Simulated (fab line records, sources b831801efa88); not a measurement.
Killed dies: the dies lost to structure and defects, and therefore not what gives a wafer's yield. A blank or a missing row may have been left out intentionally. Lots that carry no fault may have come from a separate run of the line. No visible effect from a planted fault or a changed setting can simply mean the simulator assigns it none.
fab line records || flow sky130 || part 2 of 2: steps 33 to 43 of 43
[record] {"lots": 5, "wafers": 15, "last_day": 49}
route steps=708 shown VT_ADJUST_PCH@150 SONOS_TUNNEL@154 SONOS_ONO@168 GATE_OXIDE@187
lots that met no fault: taken from a fault-free run of the same line
start_h: start of the lot's first displayed wafer, in hours after the record's first day || wait_h: hours since the lot's step before || " the same as in the row above || L1.1+2: a row that stands for several wafers || - value missing, or start not given || * or withheld: withheld || < > ~ a bound
route shown NAME@n: NAME is a module with steps in the file, n the number in the route of the first one || usual: mean/standard deviation taken from wafers without a fault || same: alike in all rows || chamber/n: place in a boat || sites: per-site readings || _std_site: their standard deviation || _edge_site: mean of outer sites minus mean of inner sites || radius_mm: for every site, how far away it sits from the centre of the wafer || mask NAME#n: copy n || behind: the last tool/chamber to shape the wafer || hold: cause of the lot's hold/its duration in hours/its outcome || device: the n, p or np transistor that did not switch || end of line: at the end of the route, the tests of the same wafers || for a step that has no rows: nothing shown but its recipe || killed: not the wafer's yield, but the dies lost to structure and defects at the first sort || map: shows each die of a wafer: x if killed, . if not, _ if none is there
set.NAME: setting as actually run; set.NAME@STEP: the setting as run at that earlier step || model.NAME: the simulator's own value behind a step, which no gauge read
a table for each step, a row for each wafer; lots at some steps of the route
services: a tool's chamber out of use, with start hour (start_h, from the record's first day; less than 0 if before it), hours out, and reason
[[steps]]
[step SKY_SONOS_ONO_OVL_MEAS_14]
[usual] {"SONOS_ONO_OVL": "-1.4/1.4"}
{"lot.wafer": "L074.2", "tool": "overlay-02", "chamber": "-", "start_h": 281.27, "wait_h": 0.1, "SONOS_ONO_OVL[nm]": -0.1}
{"lot.wafer": "L074.5", "tool": "overlay-02", "chamber": "-", "start_h": 281.27, "wait_h": 0.1, "SONOS_ONO_OVL[nm]": -0.5}
{"lot.wafer": "L074.6", "tool": "overlay-02", "chamber": "-", "start_h": 281.27, "wait_h": 0.1, "SONOS_ONO_OVL[nm]": -1.5}
{"lot.wafer": "L078.1", "tool": "overlay-02", "chamber": "-", "start_h": 308.30, "wait_h": 0.1, "SONOS_ONO_OVL[nm]": -3.4}
{"lot.wafer": "L078.3", "tool": "overlay-02", "chamber": "-", "start_h": 308.30, "wait_h": 0.1, "SONOS_ONO_OVL[nm]": -0.8}
{"lot.wafer": "L078.6", "tool": "overlay-02", "chamber": "-", "start_h": 308.30, "wait_h": 0.1, "SONOS_ONO_OVL[nm]": -0.7}
{"lot.wafer": "L081.1", "tool": "overlay-02", "chamber": "-", "start_h": 339.58, "wait_h": 0.1, "SONOS_ONO_OVL[nm]": -0.6}
{"lot.wafer": "L081.2", "tool": "overlay-02", "chamber": "-", "start_h": 339.58, "wait_h": 0.1, "SONOS_ONO_OVL[nm]": -1.6}
{"lot.wafer": "L081.6", "tool": "overlay-02", "chamber": "-", "start_h": 339.58, "wait_h": 0.1, "SONOS_ONO_OVL[nm]": -2.2}
{"lot.wafer": "L086.1", "tool": "overlay-01", "chamber": "-", "start_h": 386.10, "wait_h": 0.1, "SONOS_ONO_OVL[nm]": -0.3}
{"lot.wafer": "L086.3", "tool": "overlay-01", "chamber": "-", "start_h": 386.10, "wait_h": 0.1, "SONOS_ONO_OVL[nm]": -0.6}
{"lot.wafer": "L086.6", "tool": "overlay-01", "chamber": "-", "start_h": 386.10, "wait_h": 0.1, "SONOS_ONO_OVL[nm]": -0.6}
{"lot.wafer": "L092.2", "tool": "overlay-01", "chamber": "-", "start_h": 432.17, "wait_h": 0.1, "SONOS_ONO_OVL[nm]": -2.9}
{"lot.wafer": "L092.3", "tool": "overlay-01", "chamber": "-", "start_h": 432.17, "wait_h": 0.1, "SONOS_ONO_OVL[nm]": 0.3}
{"lot.wafer": "L092.5", "tool": "overlay-01", "chamber": "-", "start_h": 432.17, "wait_h": 0.1, "SONOS_ONO_OVL[nm]": -1.3}
[step SKY_SONOS_ONO_ETCH_15]
[recipe] {"target_depth_nm": 19.52, "chemistry": "CHF3/O2", "source_w": 600, "bias_w": 200, "pressure_mtorr": 40, "chf3_flow_sccm": 50, "O2_flow_sccm": 5, "time_s": 7.8}
[usual] {"O2_flow_sccm": "5.001/0.015", "chamber_pressure_mTorr": "40.00/0.038", "drypump_motor_current_A": "5.6/0.47", "oes_product_au": "0.998/0.012", "throttle_valve_pct": "8.824/0.0087"}
{"lot.wafer": "L074.2", "tool": "rie_diel-03", "chamber": 2, "start_h": 281.30, "wait_h": 0.0, "O2_flow_sccm": 4.982, "chamber_pressure_mTorr": 39.96, "drypump_motor_current_A": 6.1, "oes_product_au": 1.005, "rf_hours_counter_h": 2, "throttle_valve_pct": 8.822}
{"lot.wafer": "L074.5", "tool": "rie_diel-03", "chamber": 0, "start_h": 281.30, "wait_h": 0.0, "O2_flow_sccm": 4.988, "chamber_pressure_mTorr": 40.00, "drypump_motor_current_A": 5.3, "oes_product_au": 0.985, "rf_hours_counter_h": "-", "throttle_valve_pct": 8.827}
{"lot.wafer": "L074.6", "tool": "rie_diel-03", "chamber": 3, "start_h": 281.30, "wait_h": 0.0, "O2_flow_sccm": 4.989, "chamber_pressure_mTorr": 40.02, "drypump_motor_current_A": 5.1, "oes_product_au": 0.997, "rf_hours_counter_h": "-", "throttle_valve_pct": 8.825}
{"lot.wafer": "L078.1", "tool": "rie_diel-03", "chamber": 2, "start_h": 308.33, "wait_h": 0.0, "O2_flow_sccm": 4.996, "chamber_pressure_mTorr": 40.02, "drypump_motor_current_A": 6.1, "oes_product_au": 1.012, "rf_hours_counter_h": 3, "throttle_valve_pct": 8.816}
{"lot.wafer": "L078.3", "tool": "rie_diel-03", "chamber": 3, "start_h": 308.33, "wait_h": 0.0, "O2_flow_sccm": 4.994, "chamber_pressure_mTorr": 39.98, "drypump_motor_current_A": 5.1, "oes_product_au": 1.006, "rf_hours_counter_h": 47, "throttle_valve_pct": 8.825}
{"lot.wafer": "L078.6", "tool": "rie_diel-03", "chamber": 0, "start_h": 308.33, "wait_h": 0.0, "O2_flow_sccm": 4.980, "chamber_pressure_mTorr": 40.04, "drypump_motor_current_A": 5.3, "oes_product_au": 0.991, "rf_hours_counter_h": "-", "throttle_valve_pct": 8.807}
{"lot.wafer": "L081.1", "tool": "rie_diel-01", "chamber": 3, "start_h": 339.62, "wait_h": 0.0, "O2_flow_sccm": 5.018, "chamber_pressure_mTorr": 39.95, "drypump_motor_current_A": 5.6, "oes_product_au": 0.977, "rf_hours_counter_h": 53, "throttle_valve_pct": 8.828}
{"lot.wafer": "L081.2", "tool": "rie_diel-01", "chamber": 2, "start_h": 339.62, "wait_h": 0.0, "O2_flow_sccm": 4.979, "chamber_pressure_mTorr": 40.01, "drypump_motor_current_A": 6.3, "oes_product_au": 1.015, "rf_hours_counter_h": 32, "throttle_valve_pct": 8.815}
{"lot.wafer": "L081.6", "tool": "rie_diel-01", "chamber": 0, "start_h": 339.62, "wait_h": 0.0, "O2_flow_sccm": 4.993, "chamber_pressure_mTorr": 40.01, "drypump_motor_current_A": 5.8, "oes_product_au": 0.977, "rf_hours_counter_h": "-", "throttle_valve_pct": 8.825}
{"lot.wafer": "L086.1", "tool": "rie_diel-03", "chamber": 2, "start_h": 386.13, "wait_h": 0.0, "O2_flow_sccm": 4.962, "chamber_pressure_mTorr": 39.95, "drypump_motor_current_A": 6.1, "oes_product_au": 0.987, "rf_hours_counter_h": 4, "throttle_valve_pct": 8.829}
{"lot.wafer": "L086.3", "tool": "rie_diel-03", "chamber": 3, "start_h": 386.13, "wait_h": 0.0, "O2_flow_sccm": 4.989, "chamber_pressure_mTorr": 40.02, "drypump_motor_current_A": 5.1, "oes_product_au": 1.006, "rf_hours_counter_h": 48, "throttle_valve_pct": 8.842}
{"lot.wafer": "L086.6", "tool": "rie_diel-03", "chamber": 1, "start_h": 386.13, "wait_h": 0.0, "O2_flow_sccm": 5.014, "chamber_pressure_mTorr": 40.01, "drypump_motor_current_A": 6.2, "oes_product_au": 1.003, "rf_hours_counter_h": "-", "throttle_valve_pct": 8.827}
{"lot.wafer": "L092.2", "tool": "rie_diel-03", "chamber": 0, "start_h": 432.20, "wait_h": 0.0, "O2_flow_sccm": 5.011, "chamber_pressure_mTorr": 39.96, "drypump_motor_current_A": 5.3, "oes_product_au": 0.995, "rf_hours_counter_h": 96, "throttle_valve_pct": 8.825}
{"lot.wafer": "L092.3", "tool": "rie_diel-03", "chamber": 2, "start_h": 432.20, "wait_h": 0.0, "O2_flow_sccm": 4.989, "chamber_pressure_mTorr": 40.01, "drypump_motor_current_A": 6.1, "oes_product_au": 0.986, "rf_hours_counter_h": 6, "throttle_valve_pct": 8.833}
{"lot.wafer": "L092.5", "tool": "rie_diel-03", "chamber": 2, "start_h": 432.20, "wait_h": 0.0, "O2_flow_sccm": 4.993, "chamber_pressure_mTorr": 40.09, "drypump_motor_current_A": 6.2, "oes_product_au": 0.996, "rf_hours_counter_h": "-", "throttle_valve_pct": 8.814}
[step SKY_SONOS_ONO_WET_ETCH_16]
[recipe] {"chemistry": "dHF", "target_depth_nm": 14, "dry": "n2_spin", "target": "SiO2", "dilution": "100:1", "temp_c": 25, "time_s": 280}
{"lot.wafer": "L074.2+5+6", "tool": "wet_bench-04", "chamber": 3, "start_h": 281.32, "wait_h": 0.0}
{"lot.wafer": "L078.1+3+6", "tool": "wet_bench-01", "chamber": 2, "start_h": 308.35, "wait_h": 0.0}
{"lot.wafer": "L081.1+2+6", "tool": "wet_bench-02", "chamber": 2, "start_h": 339.64, "wait_h": 0.0}
{"lot.wafer": "L086.1+3+6", "tool": "wet_bench-02", "chamber": 3, "start_h": 386.15, "wait_h": 0.0}
{"lot.wafer": "L092.2+3+5", "tool": "wet_bench-02", "chamber": 1, "start_h": 432.22, "wait_h": 0.0}
[step SKY_SONOS_ONO_STRIP_17]
[recipe] {"chemistry": "O2/N2", "power_w": 1400, "pressure_mtorr": 1500, "platen_temp_c": "withheld", "o2_flow_sccm": 3000, "n2_flow_sccm": 300, "overash_fraction": 0.5}
[usual] {"chamber_pressure_mTorr": "1500.0/1.4", "drypump_motor_current_A": "5.7/0.71", "oes_product_au": "0.709/0.0046", "strip_time_to_endpoint_s": "14.02/0.035"}
{"lot.wafer": "L074.2", "tool": "plasma_asher-04", "chamber": 1, "start_h": 281.51, "wait_h": 0.0, "chamber_pressure_mTorr": 1498.3, "drypump_motor_current_A": 6.2, "oes_product_au": 0.707, "rf_hours_counter_h": 40, "strip_time_to_endpoint_s": 14.00}
{"lot.wafer": "L074.5", "tool": "plasma_asher-04", "chamber": 1, "start_h": 281.51, "wait_h": 0.0, "chamber_pressure_mTorr": 1499.4, "drypump_motor_current_A": 6.2, "oes_product_au": 0.716, "rf_hours_counter_h": "-", "strip_time_to_endpoint_s": 14.00}
{"lot.wafer": "L074.6", "tool": "plasma_asher-04", "chamber": 0, "start_h": 281.51, "wait_h": 0.0, "chamber_pressure_mTorr": 1503.1, "drypump_motor_current_A": 6.4, "oes_product_au": 0.711, "rf_hours_counter_h": "-", "strip_time_to_endpoint_s": 13.99}
{"lot.wafer": "L078.1", "tool": "plasma_asher-01", "chamber": 1, "start_h": 308.44, "wait_h": 0.0, "chamber_pressure_mTorr": 1500.6, "drypump_motor_current_A": 5.1, "oes_product_au": 0.700, "rf_hours_counter_h": 20, "strip_time_to_endpoint_s": 13.98}
{"lot.wafer": "L078.3", "tool": "plasma_asher-01", "chamber": 1, "start_h": 308.44, "wait_h": 0.0, "chamber_pressure_mTorr": 1501.0, "drypump_motor_current_A": 5.1, "oes_product_au": 0.714, "rf_hours_counter_h": "-", "strip_time_to_endpoint_s": 14.00}
{"lot.wafer": "L078.6", "tool": "plasma_asher-01", "chamber": 0, "start_h": 308.44, "wait_h": 0.0, "chamber_pressure_mTorr": 1500.6, "drypump_motor_current_A": 6.5, "oes_product_au": 0.716, "rf_hours_counter_h": "-", "strip_time_to_endpoint_s": 13.98}
{"lot.wafer": "L081.1", "tool": "plasma_asher-04", "chamber": 0, "start_h": 339.73, "wait_h": 0.0, "chamber_pressure_mTorr": 1500.3, "drypump_motor_current_A": 6.4, "oes_product_au": 0.707, "rf_hours_counter_h": 43, "strip_time_to_endpoint_s": 14.03}
{"lot.wafer": "L081.2", "tool": "plasma_asher-04", "chamber": 1, "start_h": 339.73, "wait_h": 0.0, "chamber_pressure_mTorr": 1499.4, "drypump_motor_current_A": 6.2, "oes_product_au": 0.715, "rf_hours_counter_h": 43, "strip_time_to_endpoint_s": 14.01}
{"lot.wafer": "L081.6", "tool": "plasma_asher-04", "chamber": 0, "start_h": 339.73, "wait_h": 0.0, "chamber_pressure_mTorr": 1501.6, "drypump_motor_current_A": 6.4, "oes_product_au": 0.707, "rf_hours_counter_h": "-", "strip_time_to_endpoint_s": 13.96}
{"lot.wafer": "L086.1", "tool": "plasma_asher-04", "chamber": 1, "start_h": 386.25, "wait_h": 0.0, "chamber_pressure_mTorr": 1502.3, "drypump_motor_current_A": 6.2, "oes_product_au": 0.704, "rf_hours_counter_h": 47, "strip_time_to_endpoint_s": 13.98}
{"lot.wafer": "L086.3", "tool": "plasma_asher-04", "chamber": 1, "start_h": 386.25, "wait_h": 0.0, "chamber_pressure_mTorr": 1500.9, "drypump_motor_current_A": 6.2, "oes_product_au": 0.715, "rf_hours_counter_h": "-", "strip_time_to_endpoint_s": 14.01}
{"lot.wafer": "L086.6", "tool": "plasma_asher-04", "chamber": 0, "start_h": 386.25, "wait_h": 0.0, "chamber_pressure_mTorr": 1502.1, "drypump_motor_current_A": 6.4, "oes_product_au": 0.707, "rf_hours_counter_h": "-", "strip_time_to_endpoint_s": 14.08}
{"lot.wafer": "L092.2", "tool": "plasma_asher-01", "chamber": 1, "start_h": 432.31, "wait_h": 0.0, "chamber_pressure_mTorr": 1500.0, "drypump_motor_current_A": 5.1, "oes_product_au": 0.700, "rf_hours_counter_h": 33, "strip_time_to_endpoint_s": 14.04}
{"lot.wafer": "L092.3", "tool": "plasma_asher-01", "chamber": 0, "start_h": 432.31, "wait_h": 0.0, "chamber_pressure_mTorr": 1500.2, "drypump_motor_current_A": 6.5, "oes_product_au": 0.711, "rf_hours_counter_h": "-", "strip_time_to_endpoint_s": 13.98}
{"lot.wafer": "L092.5", "tool": "plasma_asher-01", "chamber": 1, "start_h": 432.31, "wait_h": 0.0, "chamber_pressure_mTorr": 1499.2, "drypump_motor_current_A": 5.0, "oes_product_au": 0.714, "rf_hours_counter_h": "-", "strip_time_to_endpoint_s": 13.96}
[step SKY_SONOS_ONO_WET_ETCH_18]
[recipe] {"chemistry": "H3PO4", "target_depth_nm": 15, "target": "Si3N4", "temp_c": 160, "time_s": 172}
{"lot.wafer": "L074.2+5+6", "tool": "wet_bench-04", "chamber": 2, "start_h": 281.61, "wait_h": 0.1}
{"lot.wafer": "L078.1+3+6", "tool": "wet_bench-01", "chamber": 1, "start_h": 308.54, "wait_h": 0.1}
{"lot.wafer": "L081.1+2+6", "tool": "wet_bench-02", "chamber": 2, "start_h": 339.83, "wait_h": 0.1}
{"lot.wafer": "L086.1+3+6", "tool": "wet_bench-04", "chamber": 3, "start_h": 386.35, "wait_h": 0.1}
{"lot.wafer": "L092.2+3+5", "tool": "wet_bench-04", "chamber": 1, "start_h": 432.41, "wait_h": 0.1}
[step SKY_GATE_OXIDE_CLEAN_00]
[recipe] {"chemistry": "SC1/SC2", "mix": "1:4:20", "temp_c": 70, "time_s": 150, "dry": "n2_spin"}
{"lot.wafer": "L074.2+5+6", "tool": "wet_bench-01", "chamber": 2, "start_h": 281.73, "wait_h": 0.0}
{"lot.wafer": "L078.1+3+6", "tool": "wet_bench-04", "chamber": 1, "start_h": 308.60, "wait_h": 0.0}
{"lot.wafer": "L081.1+2+6", "tool": "wet_bench-01", "chamber": 0, "start_h": 339.89, "wait_h": 0.0}
{"lot.wafer": "L086.1+3+6", "tool": "wet_bench-01", "chamber": 0, "start_h": 386.40, "wait_h": 0.0}
{"lot.wafer": "L092.2+3+5", "tool": "wet_bench-01", "chamber": 0, "start_h": 432.48, "wait_h": 0.0}
[step SKY_GATE_OXIDE_OXIDATION_01]
[recipe] {"temp_c": 900, "ambient": "O2", "stabilise_s": 600, "purge_s": 300, "target_thk_a": 102.68, "ox_time_s": 1473}
[usual] {"ox_temp_c": "900.0/0.34", "zone_power_bottom_pct": "28.5/1.5", "zone_power_lower_pct": "15.6/0.39"}
[same] {"stabilise_s": 600}
{"lot.wafer": "L074.2", "tool": "furnace-02", "chamber": 0, "start_h": 283.97, "wait_h": 2.2, "ox_temp_c": 899.8, "zone_power_bottom_pct": 27.2, "zone_power_lower_pct": 16.2}
{"lot.wafer": "L074.5", "tool": "furnace-02", "chamber": 0, "start_h": 283.97, "wait_h": 2.2, "ox_temp_c": 899.8, "zone_power_bottom_pct": 27.5, "zone_power_lower_pct": 16.1}
{"lot.wafer": "L074.6", "tool": "furnace-02", "chamber": 0, "start_h": 283.97, "wait_h": 2.2, "ox_temp_c": 900.6, "zone_power_bottom_pct": 27.3, "zone_power_lower_pct": 16.0}
{"lot.wafer": "L078.1", "tool": "furnace-02", "chamber": 0, "start_h": 311.99, "wait_h": 3.3, "ox_temp_c": 899.3, "zone_power_bottom_pct": 27.0, "zone_power_lower_pct": 15.9}
{"lot.wafer": "L078.3", "tool": "furnace-02", "chamber": 0, "start_h": 311.99, "wait_h": 3.3, "ox_temp_c": 899.3, "zone_power_bottom_pct": 27.3, "zone_power_lower_pct": 15.7}
{"lot.wafer": "L078.6", "tool": "furnace-02", "chamber": 0, "start_h": 311.99, "wait_h": 3.3, "ox_temp_c": 899.7, "zone_power_bottom_pct": 27.0, "zone_power_lower_pct": 16.0}
{"lot.wafer": "L081.1", "tool": "furnace-01", "chamber": 0, "start_h": 346.79, "wait_h": 6.8, "ox_temp_c": 900.1, "zone_power_bottom_pct": 30.0, "zone_power_lower_pct": 15.6}
{"lot.wafer": "L081.2", "tool": "furnace-01", "chamber": 0, "start_h": 346.79, "wait_h": 6.8, "ox_temp_c": 900.2, "zone_power_bottom_pct": 29.5, "zone_power_lower_pct": 15.3}
{"lot.wafer": "L081.6", "tool": "furnace-01", "chamber": 0, "start_h": 346.79, "wait_h": 6.8, "ox_temp_c": 900.4, "zone_power_bottom_pct": 30.4, "zone_power_lower_pct": 15.1}
{"lot.wafer": "L086.1", "tool": "furnace-01", "chamber": 0, "start_h": 387.88, "wait_h": 1.4, "ox_temp_c": 899.7, "zone_power_bottom_pct": 30.5, "zone_power_lower_pct": 15.3}
{"lot.wafer": "L086.3", "tool": "furnace-01", "chamber": 0, "start_h": 387.88, "wait_h": 1.4, "ox_temp_c": 899.7, "zone_power_bottom_pct": 30.2, "zone_power_lower_pct": 15.2}
{"lot.wafer": "L086.6", "tool": "furnace-01", "chamber": 0, "start_h": 387.88, "wait_h": 1.4, "ox_temp_c": 900.3, "zone_power_bottom_pct": 30.4, "zone_power_lower_pct": 15.3}
{"lot.wafer": "L092.2", "tool": "furnace-02", "chamber": 0, "start_h": 434.04, "wait_h": 1.5, "ox_temp_c": 900.2, "zone_power_bottom_pct": 27.6, "zone_power_lower_pct": 16.1}
{"lot.wafer": "L092.3", "tool": "furnace-02", "chamber": 0, "start_h": 434.04, "wait_h": 1.5, "ox_temp_c": 900.2, "zone_power_bottom_pct": 27.2, "zone_power_lower_pct": 15.5}
{"lot.wafer": "L092.5", "tool": "furnace-02", "chamber": 0, "start_h": 434.04, "wait_h": 1.5, "ox_temp_c": 900.5, "zone_power_bottom_pct": 27.1, "zone_power_lower_pct": 15.8}
[step SKY_GATE_OXIDE_THK_MEAS_02]
[recipe] {"reads": "SiO2_of_GATE_OXIDE_OXIDATION_01"}
[usual] {"GATE_OXIDE_OXIDATION_00_THK": "10.40/0.17"}
{"lot.wafer": "L074.2", "tool": "film_metro-01", "chamber": "-", "start_h": 285.39, "wait_h": 0.0, "GATE_OXIDE_OXIDATION_00_THK[nm]": 10.15}
{"lot.wafer": "L074.5", "tool": "film_metro-01", "chamber": "-", "start_h": 285.39, "wait_h": 0.0, "GATE_OXIDE_OXIDATION_00_THK[nm]": 10.21}
{"lot.wafer": "L074.6", "tool": "film_metro-01", "chamber": "-", "start_h": 285.39, "wait_h": 0.0, "GATE_OXIDE_OXIDATION_00_THK[nm]": 10.21}
{"lot.wafer": "L078.1", "tool": "film_metro-03", "chamber": "-", "start_h": 313.40, "wait_h": 0.0, "GATE_OXIDE_OXIDATION_00_THK[nm]": 10.61}
{"lot.wafer": "L078.3", "tool": "film_metro-03", "chamber": "-", "start_h": 313.40, "wait_h": 0.0, "GATE_OXIDE_OXIDATION_00_THK[nm]": 10.38}
{"lot.wafer": "L078.6", "tool": "film_metro-03", "chamber": "-", "start_h": 313.40, "wait_h": 0.0, "GATE_OXIDE_OXIDATION_00_THK[nm]": 10.56}
{"lot.wafer": "L081.1", "tool": "film_metro-04", "chamber": "-", "start_h": 348.20, "wait_h": 0.0, "GATE_OXIDE_OXIDATION_00_THK[nm]": 10.51}
{"lot.wafer": "L081.2", "tool": "film_metro-04", "chamber": "-", "start_h": 348.20, "wait_h": 0.0, "GATE_OXIDE_OXIDATION_00_THK[nm]": 10.87}
{"lot.wafer": "L081.6", "tool": "film_metro-04", "chamber": "-", "start_h": 348.20, "wait_h": 0.0, "GATE_OXIDE_OXIDATION_00_THK[nm]": 10.53}
{"lot.wafer": "L086.1", "tool": "film_metro-01", "chamber": "-", "start_h": 389.29, "wait_h": 0.0, "GATE_OXIDE_OXIDATION_00_THK[nm]": 10.19}
{"lot.wafer": "L086.3", "tool": "film_metro-01", "chamber": "-", "start_h": 389.29, "wait_h": 0.0, "GATE_OXIDE_OXIDATION_00_THK[nm]": 10.42}
{"lot.wafer": "L086.6", "tool": "film_metro-01", "chamber": "-", "start_h": 389.29, "wait_h": 0.0, "GATE_OXIDE_OXIDATION_00_THK[nm]": 10.38}
{"lot.wafer": "L092.2", "tool": "film_metro-04", "chamber": "-", "start_h": 435.46, "wait_h": 0.0, "GATE_OXIDE_OXIDATION_00_THK[nm]": 10.45}
{"lot.wafer": "L092.3", "tool": "film_metro-04", "chamber": "-", "start_h": 435.46, "wait_h": 0.0, "GATE_OXIDE_OXIDATION_00_THK[nm]": 10.26}
{"lot.wafer": "L092.5", "tool": "film_metro-04", "chamber": "-", "start_h": 435.46, "wait_h": 0.0, "GATE_OXIDE_OXIDATION_00_THK[nm]": 10.45}
[step SKY_GATE_OXIDE_DEHYDRATE_03]
[recipe] {"temp_c": 200, "time_s": 60}
{"lot.wafer": "L074.2+5+6", "tool": "litho_track-04", "chamber": 0, "start_h": 297.60, "wait_h": 12.2}
{"lot.wafer": "L078.1+3+6", "tool": "litho_track-02", "chamber": 0, "start_h": 325.55, "wait_h": 12.1}
{"lot.wafer": "L081.1+2+6", "tool": "litho_track-01", "chamber": 0, "start_h": 360.96, "wait_h": 12.8}
{"lot.wafer": "L086.1+3+6", "tool": "litho_track-01", "chamber": 0, "start_h": 403.31, "wait_h": 14.0}
{"lot.wafer": "L092.2+3+5", "tool": "litho_track-02", "chamber": 0, "start_h": 449.88, "wait_h": 14.4}
[step SKY_GATE_OXIDE_HMDS_04]
[recipe] {"prime_time_s": 60, "prime_temp_c": 120}
{"lot.wafer": "L074.2+5+6", "tool": "litho_track-04", "chamber": 0, "start_h": 297.75, "wait_h": 0.1}
{"lot.wafer": "L078.1+3+6", "tool": "litho_track-02", "chamber": 0, "start_h": 325.70, "wait_h": 0.1}
{"lot.wafer": "L081.1+2+6", "tool": "litho_track-01", "chamber": 0, "start_h": 361.11, "wait_h": 0.1}
{"lot.wafer": "L086.1+3+6", "tool": "litho_track-01", "chamber": 0, "start_h": 403.46, "wait_h": 0.1}
{"lot.wafer": "L092.2+3+5", "tool": "litho_track-02", "chamber": 0, "start_h": 450.03, "wait_h": 0.1}
[step SKY_GATE_OXIDE_COAT_05]
[recipe] {"resist": "NOVOLAK", "spin_rpm": 3000, "resist_thk_nm": 1140}
{"lot.wafer": "L074.2+5+6", "tool": "litho_track-04", "chamber": 0, "start_h": 297.90, "wait_h": 0.1}
{"lot.wafer": "L078.1+3+6", "tool": "litho_track-02", "chamber": 0, "start_h": 325.85, "wait_h": 0.1}
{"lot.wafer": "L081.1+2+6", "tool": "litho_track-01", "chamber": 0, "start_h": 361.26, "wait_h": 0.1}
{"lot.wafer": "L086.1+3+6", "tool": "litho_track-01", "chamber": 0, "start_h": 403.61, "wait_h": 0.1}
{"lot.wafer": "L092.2+3+5", "tool": "litho_track-02", "chamber": 0, "start_h": 450.18, "wait_h": 0.1}
[[services]]
{"tool": "furnace-01", "chamber": "-", "start_h": 209.08, "hours": 7.5, "kind": "repair"}
{"tool": "plasma_asher-04", "chamber": "-", "start_h": 213.94, "hours": 14.6, "kind": "pm"}
{"tool": "rie_diel-03", "chamber": 1, "start_h": 221.30, "hours": 10.9, "kind": "repair"}
{"tool": "wet_bench-04", "chamber": "-", "start_h": 241.74, "hours": 1.0, "kind": "repair"}
{"tool": "iline_stepper-02", "chamber": "-", "start_h": 242.25, "hours": 1.7, "kind": "pm"}
{"tool": "wet_bench-04", "chamber": "-", "start_h": 256.27, "hours": 6.2, "kind": "repair"}
{"tool": "furnace-02", "chamber": "-", "start_h": 256.63, "hours": 4.1, "kind": "pm"}
{"tool": "furnace-02", "chamber": "-", "start_h": 261.92, "hours": 3.7, "kind": "pm"}
{"tool": "rie_diel-03", "chamber": "-", "start_h": 273.53, "hours": 0.7, "kind": "repair"}
{"tool": "iline_stepper-01", "chamber": "-", "start_h": 275.51, "hours": 1.7, "kind": "repair"}
{"tool": "wet_bench-03", "chamber": "-", "start_h": 277.99, "hours": 1.9, "kind": "pm"}
{"tool": "furnace-01", "chamber": "-", "start_h": 304.34, "hours": 42.4, "kind": "repair"}
{"tool": "plasma_asher-04", "chamber": "-", "start_h": 307.60, "hours": 28.1, "kind": "pm"}
{"tool": "iline_stepper-01", "chamber": "-", "start_h": 315.59, "hours": 6.8, "kind": "repair"}
{"tool": "lpcvd-03", "chamber": "-", "start_h": 330.27, "hours": 2.8, "kind": "pm"}
{"tool": "rie_diel-03", "chamber": 1, "start_h": 348.12, "hours": 19.3, "kind": "repair"}
{"tool": "plasma_asher-03", "chamber": "-", "start_h": 348.37, "hours": 2.2, "kind": "repair"}
{"tool": "iline_stepper-01", "chamber": "-", "start_h": 364.27, "hours": 4.4, "kind": "pm"}
{"tool": "furnace-01", "chamber": "-", "start_h": 367.89, "hours": 2.8, "kind": "pm"}
{"tool": "iline_stepper-02", "chamber": "-", "start_h": 384.90, "hours": 10.5, "kind": "repair"}
{"tool": "iline_stepper-02", "chamber": "-", "start_h": 396.60, "hours": 2.1, "kind": "pm"}
{"tool": "lpcvd-03", "chamber": "-", "start_h": 417.22, "hours": 1.3, "kind": "repair"}
{"tool": "furnace-02", "chamber": "-", "start_h": 428.89, "hours": 4.0, "kind": "pm"}
{"tool": "furnace-02", "chamber": "-", "start_h": 438.69, "hours": 10.4, "kind": "pm"}
